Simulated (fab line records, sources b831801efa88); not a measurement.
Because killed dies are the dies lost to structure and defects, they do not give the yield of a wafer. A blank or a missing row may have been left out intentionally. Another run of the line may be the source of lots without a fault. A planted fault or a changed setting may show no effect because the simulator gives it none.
Chamber matching | flow sky130 | 4 sister chambers for SKY_VIA4_CMP_21 on cmp-01
The step polishes, stops on SiO2, t overpolish 25 s, target thk 0 nm. 8 wafers are shown with their chamber, then 10 later ones without.

EACH WAFER AND ITS CHAMBER
wafer  | chamber | motorCurrentA (A) | timeToEndpointS (s)
L988.2 | 0       | 11.2              | 125
L992.4 | 3       | 10.0              | 117
L992.5 | 1       | 10.7              | 118
L991.2 | 1       | 10.6              | 123
L991.4 | 2       | 11.3              | 124
L991.5 | 0       | 11.1              | 122
L994.1 | 2       | 10.8              | 129
L994.2 | 3       | 9.5               | 124

WAFERS MISSING THEIR CHAMBER
wafer  | motorCurrentA (A) | timeToEndpointS (s)
L994.5 | 11.2              | 123
L997.1 | 10.2              | 121
L997.2 | 10.6              | 122
L997.6 | 10.7              | 122
L999.1 | 9.5               | 125
L999.5 | 11.1              | 123
L999.6 | 12.0              | 128
L104.3 | 10.0              | 122
L104.5 | 10.5              | 120
L104.6 | 11.0              | 120

THE CHAMBER EACH PASSED THROUGH
wafer  | from the rows above          | in truth
L994.5 | can't be placed: 0 or 2      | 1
L997.1 | can't be placed: 1 or 3 or 2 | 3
L997.2 | can't be placed: 1 or 2 or 0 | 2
L997.6 | can't be placed: 1 or 0 or 2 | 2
L999.1 | 3                            | 3
L999.5 | can't be placed: 0 or 2 or 1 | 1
L999.6 | can't be placed: 0 or 2      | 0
L104.3 | can't be placed: 3 or 1      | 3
L104.5 | 1                            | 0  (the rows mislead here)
L104.6 | can't be placed: 0 or 1 or 2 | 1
Correct placement for 1 of the 10. Not placeable from these rows: 8 (in 7, the candidates include the true chamber). Placed wrongly: 1.
How it was worked out, from the rows above alone: a wafer's distance from a chamber is the root of the sum, over the readings, of the square of ((its reading less the chamber's mean) divided by the reading's scatter). The wafer belongs to the nearest chamber; if the next one is less than 2 further off, it can't be placed. Each chamber's mean is taken over the wafers shown for it. The scatter: the root of (the sum of the squares of (reading less its chamber's mean) over the shown wafers, divided by (wafers less chambers)).
